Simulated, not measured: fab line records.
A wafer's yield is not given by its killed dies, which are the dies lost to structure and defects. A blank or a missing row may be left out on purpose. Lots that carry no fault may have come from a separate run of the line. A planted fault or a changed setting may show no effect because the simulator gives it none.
The tool behind it: which one? | flow sky130 | Sampling: 11 lots, 33 wafers, 5 of 708 route steps

## WHAT THE GAUGES READ, wafer by wafer
SKY_VIA4_THK_MEAS_01.
lot  | measured     | on           | VIA4_HDPCVD_THK (nm)
L624 | day 41 14:27 | filmMetro-01 | 1742 1777 1777
L625 | day 41 23:35 | filmMetro-01 | 1757 1782 1762
L626 | day 42 10:57 | filmMetro-01 | 1754 1754 1754
L628 | day 43 05:08 | filmMetro-03 | 1772 1775 1772
L627 | day 43 05:44 | filmMetro-01 | 1748 1773 1764
L631 | day 43 19:31 | filmMetro-01 | 1767 1958 1976
L636 | day 45 12:37 | filmMetro-02 | 1769 1747 1979
L639 | day 45 20:38 | filmMetro-01 | 1771 1751 1780
L640 | day 46 02:05 | filmMetro-03 | 1768 1751 1772
L642 | day 47 00:03 | filmMetro-03 | 1773 1766 1767
L647 | day 47 22:34 | filmMetro-01 | 1779 1770 1770

## WHICH TOOL RAN EACH LOT (tool, then ch and the chambers of the sampled wafers, then the start)
lot  | SKY_VIA3_ETCH_15                  | SKY_METAL4_SPUTTER_01       | SKY_METAL4_DESCUM_15             | SKY_VIA4_HDPCVD_00
L624 | rieDiel-01 ch 0,1,3, day 39 10:46 | pvdSputter-04, day 39 12:13 | rieMetal-04 ch 0,1, day 41 13:16 | hdpcvd-01 ch 0,2, day 41 14:16
L625 | rieDiel-03 ch 1,2, day 39 20:47   | pvdSputter-02, day 39 22:13 | rieMetal-02 ch 0,1, day 41 22:29 | hdpcvd-02 ch 0,1, day 41 23:24
L626 | rieDiel-01 ch 0,3, day 40 08:15   | pvdSputter-02, day 40 09:35 | rieMetal-02 ch 0,1, day 42 09:51 | hdpcvd-02 ch 0,1, day 42 10:45
L628 | rieDiel-03 ch 1,2, day 41 02:02   | pvdSputter-04, day 41 03:25 | rieMetal-01 ch 0,1, day 43 04:02 | hdpcvd-01 ch 0,1,2, day 43 04:56
L627 | rieDiel-01 ch 1,2,3, day 41 02:23 | pvdSputter-01, day 41 03:44 | rieMetal-04 ch 0,1, day 43 04:36 | hdpcvd-02 ch 0,1,2, day 43 05:32
L631 | rieDiel-01 ch 1,2, day 41 17:57   | pvdSputter-02, day 41 19:17 | rieMetal-04 ch 0,1, day 43 18:25 | hdpcvd-02 ch 0,1, day 43 19:20
L636 | rieDiel-03 ch 0,2,3, day 43 07:45 | pvdSputter-02, day 43 09:25 | rieMetal-04 ch 1, day 45 07:37   | hdpcvd-02 ch 0,1,2, day 45 12:26
L639 | rieDiel-03 ch 0,1,2, day 43 23:00 | pvdSputter-02, day 44 00:22 | rieMetal-02 ch 0,1, day 45 19:32 | hdpcvd-01 ch 0,2, day 45 20:28
L640 | rieDiel-02 ch 0,2,3, day 44 03:49 | pvdSputter-01, day 44 05:13 | rieMetal-01 ch 0,1, day 46 00:41 | hdpcvd-01 ch 0,1,2, day 46 01:54
L642 | rieDiel-03 ch 0,1,2, day 45 02:30 | pvdSputter-02, day 45 03:52 | rieMetal-01 ch 0,1, day 46 22:57 | hdpcvd-01 ch 1,2, day 46 23:52
L647 | rieDiel-02 ch 0,1, day 46 03:55   | pvdSputter-04, day 46 05:15 | rieMetal-02 ch 0,1, day 47 21:28 | hdpcvd-01 ch 1,2, day 47 22:23
- SKY_VIA3_ETCH_15: etches SiO2 in C4F8/O2/Ar, stops on TiN, target depth 507 nm, time 78 s.
- SKY_METAL4_SPUTTER_01: material TiN, target thk 20 nm, time 16.7 s.
- SKY_METAL4_DESCUM_15: chemistry O2, time 8 s.
- SKY_VIA4_HDPCVD_00: deposits SiO2, target thk 1750 nm, time 291.7 s.

## THE ANSWER, worked out from the rows above alone
Rule: usual is defined by the lots themselves. The widest of any qualifying gaps counts: lots, ordered by their means at a reading, are off when they make up no more than a third of the lots, leave a main group of 4 or more, and stand apart from it by 3 or more times the standard deviation of that group's means. If all means in a main group match to the digits the tables above print for the reading, that group is not used. Also off: a lot with no number at a reading for which 4 or more lots have one. Any other lot the step has rows for is counted as sound.
Off: at SKY_VIA4_THK_MEAS_01 (VIA4_HDPCVD_THK), L631, L636. The main group has a mean of 1766 nm with a standard deviation of 5.5.
If a tool, at a process step before that reading, ran all the lots that are off and no sound lot after the first of them, it fits. Those tools and the gauges at SKY_VIA4_THK_MEAS_01 are tried in the same way. This does not decide it: 2 tools fit, namely rieMetal-04 at SKY_METAL4_DESCUM_15 and hdpcvd-02 at SKY_VIA4_HDPCVD_00.

## WHAT THE SIMULATOR HAD PUT IN
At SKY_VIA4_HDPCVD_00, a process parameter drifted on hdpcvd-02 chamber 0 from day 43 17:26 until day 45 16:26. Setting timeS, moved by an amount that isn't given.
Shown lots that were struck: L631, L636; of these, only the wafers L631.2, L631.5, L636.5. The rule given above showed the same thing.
